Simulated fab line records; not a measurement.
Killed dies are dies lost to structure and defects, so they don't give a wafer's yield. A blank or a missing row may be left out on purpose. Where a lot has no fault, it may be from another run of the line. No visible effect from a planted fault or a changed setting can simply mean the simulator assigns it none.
Which tool did it? ; flow gf180mcu ; route of 602 steps, sampled at 1 step: 14 lots, 42 wafers

WHAT THE GAUGES READ, wafer by wafer
The record lacks any reading of a measuring or inspecting step that a usual standard deviation could be used to judge.

EACH LOT AND THE TOOL THAT RAN IT (in order: tool; ch and the chambers of the sampled wafers; start)
lot;GF_DUAL_GATE_OXIDATION_15
L572;furnace-01 ch 0, day 8 16:56
L573;furnace-02 ch 0, day 8 22:19
L574;furnace-01 ch 0, day 9 05:08
L575;furnace-02 ch 0, day 9 10:20
L576;furnace-01 ch 0, day 9 19:31
L579;furnace-01, day 10 17:04
L580;furnace-02, day 11 01:56
L585;furnace-01 ch 0, day 12 14:41
L586;furnace-01 ch 0, day 12 17:22
L587;furnace-02 ch 0, day 13 01:00
L588;furnace-01 ch 0, day 13 05:15
L590;furnace-02 ch 0, day 13 21:13
L591;furnace-01 ch 0, day 14 02:16
L594;furnace-01 ch 0, day 15 00:31
- GF_DUAL_GATE_OXIDATION_15: stabilise 600 s, purge 300 s, target thk 7.098 nm.

AS READ BY THE TOOLS THEMSELVES (means over the sampled wafers that have a number; for cases with no such wafer, the mark the record gives instead)
GF_DUAL_GATE_OXIDATION_15. Usual: ox_temp_c 849.9 C, standard deviation 0.38; ox_temp_c_max 854.8, standard deviation 2; zone_power_lower_pct 15.8 %, standard deviation 0.42.
lot;tool;ox_temp_c (C);ox_temp_c_max;zone_power_lower_pct (%);flag
L572;furnace-01;849.8;853.8;16.2;
L573;furnace-02;850.6;858.5;15.2;
L574;furnace-01;850.0;853.6;16.2;
L575;furnace-02;850.0;857.2;15.2;
L576;furnace-01;849.6;853.4;16.3;
L579;furnace-01;-;-;-;OFF
L580;furnace-02;-;-;-;OFF
L585;furnace-01;849.8;853.5;16.1;
L586;furnace-01;849.6;853.1;16.1;
L587;furnace-02;850.1;856.3;15.4;
L588;furnace-01;849.9;853.2;16.1;
L590;furnace-02;850.2;857.4;15.2;
L591;furnace-01;850.1;853.3;16.1;
L594;furnace-01;849.8;853.6;16.1;

THE ANSWER, worked out from the rows above alone
Rule: a lot counts as off when the mean over its wafers that have a number is more than 3 standard deviations away from the usual mean. A lot without any number at a reading at which 4 lots or more have one is off too. All remaining lots with rows at the step are treated as sound. Order of review: gauges by route order, followed by the tools' own readings, for which a lot's mean as printed above is used. At the first step where some lot is off, the reading lying furthest off is the one used; lots without a number count as furthest.
Off, at GF_DUAL_GATE_OXIDATION_15 on ox_temp_c: L579, L580. Without a number there: L579, L580.
A tool fits if, at that step or a process step before it, it ran every lot that is off, and no sound lot after the first of them. No candidate that was tried fits.

WHAT THE SIMULATOR PUT IN
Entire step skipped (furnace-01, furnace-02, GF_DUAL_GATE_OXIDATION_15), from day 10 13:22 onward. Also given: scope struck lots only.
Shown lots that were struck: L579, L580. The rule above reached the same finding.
